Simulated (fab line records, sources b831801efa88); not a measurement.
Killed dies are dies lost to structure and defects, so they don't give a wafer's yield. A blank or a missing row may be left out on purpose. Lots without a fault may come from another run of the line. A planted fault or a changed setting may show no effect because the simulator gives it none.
One fault seen from 2 desks | flow gf180mcu | each desk has only its own numbers; what lay behind them comes last

THE TOOL OWNER'S DESK: pecvd-02
The tool's own readings at GF_V3_CVD_02 (deposits SiO2 from TEOS, target thk 850 nm, time 94.851 s): means of the sampled wafers that have a number, for each lot that ran on this tool. A lot is out of limits, marked OUT, if its mean lies more than 4 standard deviations from the usual mean; the brackets give that distance.
Columns: A = heater_power_w at GF_V3_CVD_02, usual 613 W
lot  | first seen here | A
L329 | day 24 09:09    | 548
L335 | day 26 10:10    | 538
This desk's finding: nothing out of limits on any of the 2 lots.

THE METROLOGY DESK
What the gauges read, lot by lot, whatever tool the lot ran on: means of the sampled wafers that have a number. A lot is out of limits, marked OUT, if its mean lies more than 4 standard deviations from the usual mean; the brackets give that distance. Of its 9 readings 7 are shown: the one that was out of limits first, and those that lie furthest out on some lot.
Columns: A = cd_nm at GF_M3_CD_MEAS_14, usual 280.2 nm; B = M3_OVL at GF_M3_OVL_MEAS_15, usual -5 nm; C = V3_CVD_02_THK at GF_V3_THK_MEAS_03, usual 849 nm; D = V3_BOW at GF_V3_BOW_MEAS_05, usual 118 um; E = cd_nm at GF_V3_CD_MEAS_14, usual 260.0 nm; F = V3_OVL at GF_V3_OVL_MEAS_15, usual -5 nm; G = V3_W_RS at GF_V3_RS_MEAS_24, usual 0.327 ohm/sq
lot  | first seen here | A     | B   | C             | D   | E     | F  | G
L322 | day 21 06:26    | 280.8 | -0  | 842           | 137 | 260.6 | -8 | 0.330
L325 | day 22 14:56    | 281.5 | -6  | 872           | 122 | 259.8 | -6 | 0.325
L329 | day 24 08:04    | 280.0 | -5  | 831           | 113 | 259.4 | -3 | 0.329
L335 | day 26 08:58    | 280.6 | -12 | 506 (-26) OUT | 119 | 261.4 | 8  | 0.323
L344 | day 28 23:06    | 280.7 | -7  | 851           | 119 | 259.0 | -4 | 0.322
This desk's finding: out of limits on L335; first on L335, day 26 10:15 (V3_CVD_02_THK at GF_V3_THK_MEAS_03). In limits: L322, L325, L329, L344.

PUT TOGETHER
The metrology desk could have raised an alarm at day 26 10:15, on L335.
The tool owner's desk saw nothing out of limits.
The tool owner's desk has L335 on record, within its limits.
Of the lots named, all ran GF_V3_CVD_02 on pecvd-02.

WHAT THE SIMULATOR HAD PUT IN
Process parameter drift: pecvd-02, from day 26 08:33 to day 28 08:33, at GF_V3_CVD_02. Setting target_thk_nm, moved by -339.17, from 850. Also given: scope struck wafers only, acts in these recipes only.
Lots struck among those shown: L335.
Hours from the fault's start to each desk's first reading out of limits: the metrology desk, 2.
